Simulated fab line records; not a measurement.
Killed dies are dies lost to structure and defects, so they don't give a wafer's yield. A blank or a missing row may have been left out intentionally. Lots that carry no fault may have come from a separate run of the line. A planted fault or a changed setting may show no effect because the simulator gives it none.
A sampling plan put to the test    flow sky130    one fab line, 49 faults that these records tell of, each judged on the records of the lots that it struck
The plan consists of the line's own looks: route steps at which the wafer is read by a gauge or an inspection but not changed. A look can be judged if struck wafers have a number there and the file gives its usual mean and standard deviation on fault-free wafers. Caught: a look later than the fault's first step finds the struck wafers' mean 4 or more of those standard deviations (sigma) from the usual mean. On the tool: here the same test is run on the tool's own readings at the fault's steps. If the struck wafers alone have a blank record, or they carry another recipe, that too counts as caught.

## THE FAULTS, as the simulator had put them in
1. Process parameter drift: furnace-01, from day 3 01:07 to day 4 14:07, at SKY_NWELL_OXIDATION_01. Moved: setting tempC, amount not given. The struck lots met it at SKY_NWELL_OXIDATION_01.
2. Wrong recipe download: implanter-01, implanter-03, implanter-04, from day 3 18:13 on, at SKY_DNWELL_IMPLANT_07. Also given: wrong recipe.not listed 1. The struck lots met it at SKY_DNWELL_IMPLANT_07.
3. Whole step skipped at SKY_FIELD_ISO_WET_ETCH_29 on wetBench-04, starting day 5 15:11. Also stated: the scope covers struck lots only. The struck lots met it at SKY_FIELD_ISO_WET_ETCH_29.
4. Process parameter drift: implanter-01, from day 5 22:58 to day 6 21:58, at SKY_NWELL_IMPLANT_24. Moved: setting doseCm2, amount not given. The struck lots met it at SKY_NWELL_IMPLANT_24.
5. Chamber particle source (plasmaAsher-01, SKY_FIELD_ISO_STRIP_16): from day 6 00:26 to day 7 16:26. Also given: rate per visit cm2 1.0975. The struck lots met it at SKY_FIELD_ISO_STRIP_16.
6. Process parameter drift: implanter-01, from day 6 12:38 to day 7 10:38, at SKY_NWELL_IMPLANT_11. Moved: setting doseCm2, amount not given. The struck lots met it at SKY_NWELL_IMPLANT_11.
7. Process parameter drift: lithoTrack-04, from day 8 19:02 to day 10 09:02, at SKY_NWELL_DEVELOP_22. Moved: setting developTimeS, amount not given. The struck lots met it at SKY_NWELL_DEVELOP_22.
8. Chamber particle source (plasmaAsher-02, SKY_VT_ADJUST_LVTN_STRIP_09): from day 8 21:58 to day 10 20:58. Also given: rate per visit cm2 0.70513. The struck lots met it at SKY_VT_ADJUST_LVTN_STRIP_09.
9. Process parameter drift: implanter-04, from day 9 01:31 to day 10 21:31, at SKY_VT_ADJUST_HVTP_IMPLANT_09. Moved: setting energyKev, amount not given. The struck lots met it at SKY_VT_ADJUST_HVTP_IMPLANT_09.
10. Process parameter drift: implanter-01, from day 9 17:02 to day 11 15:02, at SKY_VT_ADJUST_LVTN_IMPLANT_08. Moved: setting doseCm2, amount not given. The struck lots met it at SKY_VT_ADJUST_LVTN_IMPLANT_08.
11. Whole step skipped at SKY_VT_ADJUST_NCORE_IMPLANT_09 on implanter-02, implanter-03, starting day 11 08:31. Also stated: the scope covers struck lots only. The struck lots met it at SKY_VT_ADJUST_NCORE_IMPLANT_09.
12. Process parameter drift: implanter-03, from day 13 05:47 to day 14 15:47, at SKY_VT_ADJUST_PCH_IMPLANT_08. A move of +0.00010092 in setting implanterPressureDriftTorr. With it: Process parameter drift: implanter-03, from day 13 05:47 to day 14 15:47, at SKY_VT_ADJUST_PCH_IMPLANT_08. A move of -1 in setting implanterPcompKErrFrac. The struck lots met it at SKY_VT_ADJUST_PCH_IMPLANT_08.
13. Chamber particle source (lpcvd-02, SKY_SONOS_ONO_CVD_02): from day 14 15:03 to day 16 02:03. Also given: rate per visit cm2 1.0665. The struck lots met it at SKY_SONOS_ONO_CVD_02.
14. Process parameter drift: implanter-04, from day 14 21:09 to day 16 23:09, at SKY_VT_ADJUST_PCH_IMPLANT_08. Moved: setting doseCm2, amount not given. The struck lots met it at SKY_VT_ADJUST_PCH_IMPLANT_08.
15. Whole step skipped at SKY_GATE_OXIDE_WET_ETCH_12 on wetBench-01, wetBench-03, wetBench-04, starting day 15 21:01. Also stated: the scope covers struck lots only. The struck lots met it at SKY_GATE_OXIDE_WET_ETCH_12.
16. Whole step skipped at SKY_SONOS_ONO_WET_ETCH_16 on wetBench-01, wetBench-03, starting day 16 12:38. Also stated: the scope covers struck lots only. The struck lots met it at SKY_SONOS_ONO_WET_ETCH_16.
17. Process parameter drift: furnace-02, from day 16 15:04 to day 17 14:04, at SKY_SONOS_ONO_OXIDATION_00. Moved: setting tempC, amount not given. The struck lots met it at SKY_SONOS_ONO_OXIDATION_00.
18. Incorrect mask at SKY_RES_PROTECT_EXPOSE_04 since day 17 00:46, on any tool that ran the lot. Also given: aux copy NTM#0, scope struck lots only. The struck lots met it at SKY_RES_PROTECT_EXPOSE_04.
19. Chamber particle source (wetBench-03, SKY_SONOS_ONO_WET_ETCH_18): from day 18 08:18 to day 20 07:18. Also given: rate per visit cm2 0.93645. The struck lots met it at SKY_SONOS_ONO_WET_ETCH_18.
20. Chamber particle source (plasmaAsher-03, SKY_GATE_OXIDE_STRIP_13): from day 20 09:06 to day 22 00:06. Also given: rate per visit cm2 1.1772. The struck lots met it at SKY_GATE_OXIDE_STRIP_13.
21. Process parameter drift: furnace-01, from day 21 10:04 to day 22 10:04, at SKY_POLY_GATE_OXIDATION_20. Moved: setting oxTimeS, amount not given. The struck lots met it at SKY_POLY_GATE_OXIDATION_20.
22. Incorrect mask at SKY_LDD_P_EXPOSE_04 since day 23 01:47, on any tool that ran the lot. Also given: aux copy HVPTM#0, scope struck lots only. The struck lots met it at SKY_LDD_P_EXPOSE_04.
23. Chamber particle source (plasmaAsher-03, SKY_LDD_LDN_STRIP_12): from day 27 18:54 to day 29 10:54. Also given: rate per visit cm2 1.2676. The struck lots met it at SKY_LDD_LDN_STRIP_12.
24. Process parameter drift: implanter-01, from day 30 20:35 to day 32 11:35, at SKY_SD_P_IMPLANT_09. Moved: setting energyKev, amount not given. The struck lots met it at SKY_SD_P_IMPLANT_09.
25. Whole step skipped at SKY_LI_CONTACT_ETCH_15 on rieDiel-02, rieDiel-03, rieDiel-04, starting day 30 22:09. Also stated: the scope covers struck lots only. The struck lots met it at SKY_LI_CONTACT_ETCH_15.
26. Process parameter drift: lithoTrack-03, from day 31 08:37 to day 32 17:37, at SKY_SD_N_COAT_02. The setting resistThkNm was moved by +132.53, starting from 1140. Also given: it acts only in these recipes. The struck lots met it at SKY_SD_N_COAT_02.
27. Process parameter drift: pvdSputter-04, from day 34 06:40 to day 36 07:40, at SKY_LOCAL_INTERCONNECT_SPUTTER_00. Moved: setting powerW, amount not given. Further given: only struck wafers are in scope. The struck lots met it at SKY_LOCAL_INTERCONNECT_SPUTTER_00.
28. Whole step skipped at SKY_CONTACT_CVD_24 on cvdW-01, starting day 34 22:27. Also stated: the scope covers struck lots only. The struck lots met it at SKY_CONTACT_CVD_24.
29. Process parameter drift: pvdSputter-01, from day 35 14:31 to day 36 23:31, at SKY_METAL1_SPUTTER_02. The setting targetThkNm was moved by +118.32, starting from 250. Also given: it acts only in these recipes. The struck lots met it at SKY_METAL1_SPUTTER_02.
30. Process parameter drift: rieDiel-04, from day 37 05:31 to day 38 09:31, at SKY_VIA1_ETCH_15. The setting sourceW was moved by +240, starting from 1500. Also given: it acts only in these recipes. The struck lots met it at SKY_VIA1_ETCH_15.
31. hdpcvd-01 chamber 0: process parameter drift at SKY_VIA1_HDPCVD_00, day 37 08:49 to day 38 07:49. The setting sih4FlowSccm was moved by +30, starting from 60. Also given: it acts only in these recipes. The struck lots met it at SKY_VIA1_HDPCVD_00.
32. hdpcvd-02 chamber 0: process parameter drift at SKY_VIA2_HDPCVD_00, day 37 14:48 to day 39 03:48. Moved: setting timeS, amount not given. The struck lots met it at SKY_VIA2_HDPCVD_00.
33. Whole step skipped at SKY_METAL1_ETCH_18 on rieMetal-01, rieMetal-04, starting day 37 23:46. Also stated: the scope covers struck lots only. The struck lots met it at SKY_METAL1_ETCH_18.
34. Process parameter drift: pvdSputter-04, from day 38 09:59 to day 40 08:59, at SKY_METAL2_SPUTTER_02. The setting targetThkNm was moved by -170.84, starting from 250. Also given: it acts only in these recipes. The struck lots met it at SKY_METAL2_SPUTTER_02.
35. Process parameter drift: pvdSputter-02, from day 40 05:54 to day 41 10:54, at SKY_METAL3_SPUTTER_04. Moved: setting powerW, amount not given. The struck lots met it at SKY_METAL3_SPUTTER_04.
36. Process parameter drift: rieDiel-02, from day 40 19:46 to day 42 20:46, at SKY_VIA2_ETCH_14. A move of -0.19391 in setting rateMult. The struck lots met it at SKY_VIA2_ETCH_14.
37. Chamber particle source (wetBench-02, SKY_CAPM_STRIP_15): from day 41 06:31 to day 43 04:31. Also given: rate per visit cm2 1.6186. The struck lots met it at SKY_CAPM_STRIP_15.
38. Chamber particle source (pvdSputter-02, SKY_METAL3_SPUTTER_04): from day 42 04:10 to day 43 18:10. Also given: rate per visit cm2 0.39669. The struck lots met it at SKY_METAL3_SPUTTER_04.
39. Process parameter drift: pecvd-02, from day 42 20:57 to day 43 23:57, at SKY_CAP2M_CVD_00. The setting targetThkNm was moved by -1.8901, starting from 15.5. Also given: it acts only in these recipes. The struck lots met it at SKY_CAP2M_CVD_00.
40. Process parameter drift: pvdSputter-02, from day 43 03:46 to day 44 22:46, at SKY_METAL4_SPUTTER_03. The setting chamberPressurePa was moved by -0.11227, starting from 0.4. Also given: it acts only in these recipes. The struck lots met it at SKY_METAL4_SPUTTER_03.
41. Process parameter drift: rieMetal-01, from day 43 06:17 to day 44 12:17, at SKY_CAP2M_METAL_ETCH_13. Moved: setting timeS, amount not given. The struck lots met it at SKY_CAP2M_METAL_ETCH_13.
42. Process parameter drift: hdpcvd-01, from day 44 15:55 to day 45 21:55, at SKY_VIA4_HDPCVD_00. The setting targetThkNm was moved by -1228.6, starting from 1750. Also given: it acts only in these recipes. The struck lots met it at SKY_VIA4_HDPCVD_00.
43. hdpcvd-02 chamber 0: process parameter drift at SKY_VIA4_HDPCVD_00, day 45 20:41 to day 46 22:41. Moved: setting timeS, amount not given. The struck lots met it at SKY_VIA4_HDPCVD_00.
44. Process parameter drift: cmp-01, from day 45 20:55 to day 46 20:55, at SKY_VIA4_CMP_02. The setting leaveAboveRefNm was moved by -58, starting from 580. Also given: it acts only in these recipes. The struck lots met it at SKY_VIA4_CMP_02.
45. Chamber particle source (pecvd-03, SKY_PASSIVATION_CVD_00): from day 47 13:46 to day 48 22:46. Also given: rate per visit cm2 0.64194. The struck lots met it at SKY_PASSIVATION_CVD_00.
46. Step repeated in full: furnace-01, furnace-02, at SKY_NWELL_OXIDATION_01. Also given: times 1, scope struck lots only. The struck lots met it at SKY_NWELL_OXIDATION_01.
47. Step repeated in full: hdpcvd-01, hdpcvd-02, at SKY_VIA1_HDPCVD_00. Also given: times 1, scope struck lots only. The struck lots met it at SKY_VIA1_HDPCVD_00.
48. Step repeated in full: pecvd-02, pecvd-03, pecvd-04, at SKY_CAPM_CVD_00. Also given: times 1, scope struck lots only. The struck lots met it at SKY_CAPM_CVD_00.
49. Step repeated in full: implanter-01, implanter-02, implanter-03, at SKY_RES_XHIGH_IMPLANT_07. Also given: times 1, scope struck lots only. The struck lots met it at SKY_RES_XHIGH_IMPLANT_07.

## WHAT THE PLAN SAW
fault  on the tool itself                                first look that catches it                       reading, sigma                                                         median hours from its first step to that look  hours from the fault's start to the first struck lot there  judged looks passed uncaught
1      tubeCenterTempC +99 or beyond sigma               SKY_NWELL_THK_MEAS_02                            NWELL_OXIDATION_THK +13                                                1.4                                            4                                                           0
2      no reading that can be judged                     SKY_DNWELL_TW_MEAS_09                            DNWELL_TW -44                                                          0.2                                            2                                                           0
3      the tool's record is blank for the struck wafers  no look after it can be judged                   -                                                                      -                                              -                                                           0
4      doseIonsCm2 +99 or beyond sigma                   SKY_NWELL_TW_MEAS_26                             NWELL_2_TW +17                                                         0.2                                            3                                                           0
5      under 2 sigma                                     not the one look that can be judged after it     -                                                                      -                                              -                                                           1
6      doseIonsCm2 -35 sigma                             SKY_NWELL_RS_MEAS_29                             NWELL_RS +9.6                                                          20.2                                           26                                                          0
7      under 2 sigma                                     SKY_NWELL_TW_MEAS_26                             NWELL_2_TW -78                                                         0.8                                            9                                                           0
8      under 2 sigma                                     none of the 2 looks that can be judged after it  -                                                                      -                                              -                                                           2
9      beamEnergyKeV +99 or beyond sigma                 no look after it can be judged                   -                                                                      -                                              -                                                           0
10     doseIonsCm2 -99 or beyond sigma                   SKY_VT_ADJUST_LVTN_TW_MEAS_10                    VT_ADJUST_LVTN_TW -12                                                  0.2                                            4                                                           0
11     the tool's record is blank for the struck wafers  SKY_VT_ADJUST_NCORE_TW_MEAS_11                   VT_ADJUST_NCORE_TW -99 or beyond                                       0.2                                            3                                                           0
12     endStationPressureTorr +99 or beyond sigma        SKY_VT_ADJUST_PCH_TW_MEAS_10                     VT_ADJUST_PCH_TW +4.6                                                  0.2                                            7                                                           0
13     under 2 sigma                                     none of the 3 looks that can be judged after it  -                                                                      -                                              -                                                           3
14     doseIonsCm2 -99 or beyond sigma                   SKY_VT_ADJUST_PCH_TW_MEAS_10                     VT_ADJUST_PCH_TW -23                                                   0.2                                            3                                                           0
15     the tool's record is blank for the struck wafers  no look after it can be judged                   -                                                                      -                                              -                                                           0
16     the tool's record is blank for the struck wafers  no look after it can be judged                   -                                                                      -                                              -                                                           0
17     tubeCenterTempC +57 sigma                         none of the 2 looks that can be judged after it  strongest: SONOS_ONO_OXIDATION_THK at SKY_SONOS_ONO_THK_MEAS_01, +2.9  -                                              -                                                           2
18     under 2 sigma                                     SKY_RES_PROTECT_TW_MEAS_08                       POLY_GATE_TW -99 or beyond                                             13.5                                           19                                                          0
19     no reading that can be judged                     not the one look that can be judged after it     -                                                                      -                                              -                                                           1
20     under 2 sigma                                     not the one look that can be judged after it     -                                                                      -                                              -                                                           1
21     under 2 sigma                                     SKY_POLY_GATE_THK_MEAS_21                        POLY_GATE_OXIDATION_THK -8.3                                           1.3                                            5                                                           0
22     under 2 sigma                                     SKY_LDD_P_TW_MEAS_11                             LDD_P_TW -82                                                           15.8                                           20                                                          0
23     under 2 sigma                                     not the one look that can be judged after it     -                                                                      -                                              -                                                           1
24     beamEnergyKeV +99 or beyond sigma                 SKY_SD_P_TW_MEAS_11                              SD_P_TW +5.0                                                           0.2                                            20                                                          0
25     the tool's record is blank for the struck wafers  no look after it can be judged                   -                                                                      -                                              -                                                           0
26     no reading that can be judged                     none of the 2 looks that can be judged after it  strongest: cdNm at SKY_SD_N_CD_MEAS_07, -3.8                           -                                              -                                                           2
27     cathodeDcPowerW +99 or beyond sigma               SKY_LOCAL_INTERCONNECT_RS_MEAS_01                LOCAL_INTERCONNECT_TIN_RS -17                                          0.1                                            2                                                           0
28     the tool's record is blank for the struck wafers  SKY_CONTACT_RS_MEAS_25                           CONTACT_W_RS +99 or beyond                                             0.1                                            11                                                          0
29     under 2 sigma                                     SKY_METAL1_RS_MEAS_05                            METAL1_ALCU_RS -29                                                     0.1                                            5                                                           0
30     rfFwdPowerW +44 sigma                             no look after it can be judged                   -                                                                      -                                              -                                                           0
31     sih4FlowSccm +99 or beyond sigma                  SKY_VIA1_THK_MEAS_01                             VIA1_HDPCVD_THK +47                                                    0.1                                            7                                                           0
32     runLengthS +99 or beyond sigma                    SKY_VIA2_THK_MEAS_01                             VIA2_HDPCVD_THK +42                                                    0.1                                            5                                                           0
33     the tool's record is blank for the struck wafers  no look after it can be judged                   -                                                                      -                                              -                                                           0
34     under 2 sigma                                     SKY_METAL2_RS_MEAS_05                            METAL2_ALCU_RS +99 or beyond                                           0.1                                            15                                                          0
35     cathodeDcPowerW +99 or beyond sigma               no look after it can be judged                   -                                                                      -                                              -                                                           0
36     under 2 sigma                                     no look after it can be judged                   -                                                                      -                                              -                                                           0
37     under 2 sigma                                     none of the 4 looks that can be judged after it  -                                                                      -                                              -                                                           4
38     under 2 sigma                                     none of the 6 looks that can be judged after it  -                                                                      -                                              -                                                           6
39     under 2 sigma                                     SKY_CAP2M_THK_MEAS_01                            CAP2M_CVD_00_THK -7.9                                                  0.0                                            13                                                          0
40     chamberPressurePa -99 or beyond sigma             no look after it can be judged                   -                                                                      -                                              -                                                           0
41     oesProductAu +4.7 sigma                           no look after it can be judged                   -                                                                      -                                              -                                                           0
42     under 2 sigma                                     SKY_VIA4_THK_MEAS_01                             VIA4_HDPCVD_THK -61                                                    0.2                                            11                                                          0
43     runLengthS +58 sigma                              SKY_VIA4_THK_MEAS_01                             VIA4_HDPCVD_THK +10                                                    0.2                                            1                                                           0
44     under 2 sigma                                     no look after it can be judged                   -                                                                      -                                              -                                                           0
45     under 2 sigma                                     no look after it can be judged                   -                                                                      -                                              -                                                           0
46     no reading that can be judged                     SKY_NWELL_THK_MEAS_02                            NWELL_OXIDATION_THK +36                                                3.5                                            -                                                           0
47     under 2 sigma                                     SKY_VIA1_THK_MEAS_01                             VIA1_HDPCVD_THK +95                                                    0.5                                            -                                                           0
48     under 2 sigma                                     SKY_CAPM_THK_MEAS_01                             CAPM_CVD_00_THK +70                                                    0.2                                            -                                                           0
49     under 2 sigma                                     SKY_RES_XHIGH_TW_MEAS_09                         RES_XHIGH_TW +19                                                       0.5                                            -                                                           0
Dash: fault not caught, or number not given in these records.

Caught at a look: 26 of 49. Caught on the tool: 24 of 49. By one or the other: 37 of 49.
Caught on the tool alone: faults 3, 9, 15, 16, 17, 25, 30, 33, 35, 40, 41.
Caught at a look alone: faults 2, 7, 18, 21, 22, 29, 34, 39, 42, 46, 47, 48, 49.
Caught by neither: faults 5, 8, 13, 19, 20, 23, 26, 36, 37, 38, 44, 45.

## THINNER SAMPLING
Were the look that catches a fault to measure just every second or every third lot (counted by lot number), the first struck lot would, at worst, be measured this late:
fault  struck lots at that look, in order of time  every lot  every second lot  every third lot
1      L739, L745                                  4 h        may miss all 2    may miss all 2
2      L270, L271, L272                            2 h        14 h              14 h
4      L407, L410                                  3 h        21 h              may miss all 2
6      L638, L639                                  26 h       30 h              may miss all 2
7      L598, L599                                  9 h        13 h              may miss all 2
10     L759, L763                                  4 h        may miss all 2    may miss all 2
11     L247, L248                                  3 h        12 h              may miss all 2
12     L305, L306                                  7 h        18 h              may miss all 2
14     L152, L158                                  3 h        may miss all 2    may miss all 2
18     L409                                        19 h       may miss it       may miss it
21     L456, L459                                  5 h        24 h              may miss all 2
22     L468                                        20 h       may miss it       may miss it
24     L267, L269                                  20 h       may miss all 2    may miss all 2
27     L307                                        2 h        may miss it       may miss it
28     L408, L409                                  11 h       13 h              may miss all 2
29     L306, L308                                  5 h        may miss all 2    may miss all 2
31     L315, L316, L317                            7 h        13 h              19 h
32     L791, L793, L794                            5 h        31 h              may miss all 3
34     L632, L635                                  15 h       34 h              may miss all 2
39     L136, L137                                  13 h       17 h              may miss all 2
42     L377, L378                                  11 h       16 h              may miss all 2
43     L543, L547                                  1 h        may miss all 2    may miss all 2
The hour figures run from when the fault began to the first measured lot among those it struck. The test against the limit of 4 sigma pooled every struck wafer, which means one lot taken alone may stay below that limit. Other struck lots may not be in these records.

## THE LONGEST TIMED WAY FROM STEP TO LOOK
Fault 6: a median of 20.2 hours passes between SKY_NWELL_IMPLANT_11 and SKY_NWELL_RS_MEAS_29. No look between them can be judged.
